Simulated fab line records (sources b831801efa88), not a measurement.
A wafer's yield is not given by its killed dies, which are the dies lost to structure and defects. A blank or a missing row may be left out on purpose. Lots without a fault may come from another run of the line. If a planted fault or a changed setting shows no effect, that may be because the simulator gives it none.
Check for tools in common | flow sky130 | Sampled: 12 lots, 36 wafers

## REASON FOR OPENING
At SKY_VT_ADJUST_HVTR_TW_MEAS_11 the reading VT_ADJUST_HVTR_TW is flagged on 2 of 12 lots. No-fault wafers: 210.6, standard deviation 1.6.
Rule: a lot is flagged in two cases, either no wafer of it has a number, or all its wafers with numbers fall more than 4 standard deviations from that mean. The rest of the lots are taken to be sound.

lot  | measured     | on            | VT_ADJUST_HVTR_TW, wafer by wafer | flag
L316 | day 9 22:28  | film metro-03 | 212.5 212.3 211.6                 |
L318 | day 10 09:37 | film metro-01 | 209.4 210.5 210.0                 |
L322 | day 11 14:55 | film metro-01 | 210.4 209.9 209.9                 |
L323 | day 11 20:40 | film metro-02 | 210.2 209.3 210.2                 |
L324 | day 12 06:46 | film metro-01 | 208.5 209.0 207.7                 |
L325 | day 12 13:07 | film metro-01 | 209.2 210.0 208.5                 |
L327 | day 13 02:59 | film metro-02 | 210.1 210.0 209.8                 |
L328 | day 13 10:28 | film metro-02 | 209.6 208.9 208.7                 |
L329 | day 13 16:40 | film metro-01 | 208.9 210.1 207.9                 |
L332 | day 14 13:23 | film metro-03 | 213.6 213.4 213.6                 |
L335 | day 15 10:26 | film metro-01 | 143.0 144.2 144.1                 | FLAGGED
L338 | day 16 11:56 | film metro-02 | 144.5 142.8 143.1                 | FLAGGED
On average the flagged lots' numbers are 143.6, which is -67.0 against the usual, or -42 standard deviations.

## WHICH TOOL RAN EACH LOT
The record holds 1 process step before the reading, out of a route of 708 steps. Cell contents, in order: the tool; ch with the chambers the sampled wafers went through; the start.
lot  | flag    | SKY_VT_ADJUST_HVTR_IMPLANT_09
L316 |         | implanter-02 ch 0, day 9 22:13
L318 |         | implanter-02 ch 0, day 10 09:22
L322 |         | implanter-02 ch 0, day 11 14:40
L323 |         | implanter-01 ch 0, day 11 20:25
L324 |         | implanter-04 ch 0, day 12 06:34
L325 |         | implanter-04 ch 0, day 12 12:52
L327 |         | implanter-01 ch 0, day 13 02:44
L328 |         | implanter-04 ch 0, day 13 10:13
L329 |         | implanter-01 ch 0, day 13 16:26
L332 |         | implanter-02 ch 0, day 14 13:08
L335 | FLAGGED | implanter-04 ch 0, day 15 10:11
L338 | FLAGGED | implanter-04 ch 0, day 16 11:44
What is done by these steps:
- SKY_VT_ADJUST_HVTR_IMPLANT_09
- SKY_VT_ADJUST_HVTR_TW_MEAS_11

## FLAGGED AGAINST TOTAL, ONE TOOL AT A TIME (gauges that did the reading follow at the end)
step                          | tool          | lots run | flagged | share of the flagged lots | sound lots run after its first flagged lot
SKY_VT_ADJUST_HVTR_IMPLANT_09 | implanter-01  | 3        | 0       | none                      | -
SKY_VT_ADJUST_HVTR_IMPLANT_09 | implanter-02  | 4        | 0       | none                      | -
SKY_VT_ADJUST_HVTR_IMPLANT_09 | implanter-04  | 5        | 2       | all                       | 0
SKY_VT_ADJUST_HVTR_TW_MEAS_11 | film metro-01 | 6        | 1       | some                      | 0
SKY_VT_ADJUST_HVTR_TW_MEAS_11 | film metro-02 | 4        | 1       | some                      | 0
SKY_VT_ADJUST_HVTR_TW_MEAS_11 | film metro-03 | 2        | 0       | none                      | -

## WHAT THE TABLE ALLOWS
1 row of the table ran every flagged lot: implanter-04 at SKY_VT_ADJUST_HVTR_IMPLANT_09.
- implanter-04 at SKY_VT_ADJUST_HVTR_IMPLANT_09 ran 5 lots, 2 of them flagged. Last sound lot L328 at day 13 10:13, first flagged lot L335 at day 15 10:11; a fault beginning in between fits. Its own readings (dose ions cm2, faraday current uA) fall more than 4 standard deviations out on all wafers of the flagged lots.
Left over: one tool, implanter-04 at SKY_VT_ADJUST_HVTR_IMPLANT_09.

## WHAT THE SIMULATOR HAD PUT IN
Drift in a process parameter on implanter-04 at SKY_VT_ADJUST_HVTR_IMPLANT_09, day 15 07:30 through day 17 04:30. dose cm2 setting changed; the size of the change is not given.
Struck lots among those shown: L335, L338. The rule given above showed the same thing.
